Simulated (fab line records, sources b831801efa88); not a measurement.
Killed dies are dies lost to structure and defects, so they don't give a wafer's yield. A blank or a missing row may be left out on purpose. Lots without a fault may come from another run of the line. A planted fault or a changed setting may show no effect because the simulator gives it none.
A struck lot beside a sound one | flow sky130 | 15 steps out of a route of 708
Sound: wafers L744.3, L744.4, L744.5. Struck: wafers L750.3, L750.4, L750.5. The cause comes at the end.
At each step with rows: each side's tool, then ch and its chambers, then its first start. Under that, the readings that differ: sound wafers | struck wafers | difference of the means | sigmas: that difference in standard deviations of wafers without a fault.
alike: readings whose means differ by less than 2 such deviations, and words and numbers that are the same on both sides. not compared: withheld readings, readings that some wafer has no value for, bounds like >300 that may hide the same value, and numbers for which the record gives no deviation and whose values overlap.
The two part at a step that has a row with sigmas, a row that says differs or no value, or rows on one side only. Numbers that don't overlap but have no deviation are shown without sigmas and don't part them. A reading that every wafer of one side lacks parts them only if that side has two wafers or more.

SKY_LDD_HVP_STRIP_09: strips in O2/N2.
  sound on plasma_asher-04 ch 0,1, day 25 13:16; struck on plasma_asher-01 ch 0,1, day 27 10:20
  alike: drypump_motor_current_A, oes_product_au, strip_time_to_endpoint_s
  not compared: rf_hours_counter_h
SKY_LDD_HVP_TW_MEAS_10:
  sound on film_metro-03, day 25 13:21; struck on film_metro-04, day 27 10:25
  alike: LDD_HVP_TW
then, 7 steps without rows for these wafers: SKY_LDD_LDN_DEHYDRATE_00 (time 60 s); SKY_LDD_LDN_HMDS_01 (prime time 60 s); SKY_LDD_LDN_COAT_02 (resist thk 1140 nm); SKY_LDD_LDN_SOFTBAKE_03 (time 60 s); SKY_LDD_LDN_EXPOSE_04 (exposes mask LDNTM, target cd 700 nm); SKY_LDD_LDN_PEB_05; SKY_LDD_LDN_DEVELOP_06 (develop time 60 s).
SKY_LDD_LDN_OVL_MEAS_07:
  sound on overlay-02, day 26 18:23; struck on overlay-02, day 28 16:00
  alike: LDD_LDN_OVL
then, 2 steps without rows for these wafers: SKY_LDD_LDN_IMPLANT_08; SKY_LDD_LDN_IMPLANT_09.
SKY_LDD_LDN_IMPLANT_10:
  sound on implanter-01 ch 0, day 26 18:46; struck on implanter-01 ch 0, day 28 16:23
  reading                   | sound                | struck               | difference | sigmas
  beam_energy_keV           | 15.002 15.002 15.003 | 14.321 14.310 14.319 | -0.686     | -99 or more
  model.implant.drp_nm (nm) | 5.933 5.933 5.933    | 5.745 5.745 5.745    | -0.188     |
then, 1 step without rows for these wafers: SKY_LDD_LDN_IMPLANT_11.
-- the record jumps here: 21 days lie between the struck wafers' starts before and after (it left off in module LDD_LDN and takes up again in module PAD_OPEN, whose first step shown is number 708 of the route) --
SKY_PAD_OPEN_PROBE_99:
  the record has rows for the struck wafers here (prober-01, day 50 02:15) and none for the sound ones

WHERE THEY PART
First at SKY_LDD_LDN_IMPLANT_10; last, within this record, at SKY_PAD_OPEN_PROBE_99.

WHY: what the simulator had put in
Process parameter drift: implanter-01, from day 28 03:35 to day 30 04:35, at SKY_LDD_LDN_IMPLANT_10. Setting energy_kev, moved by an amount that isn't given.
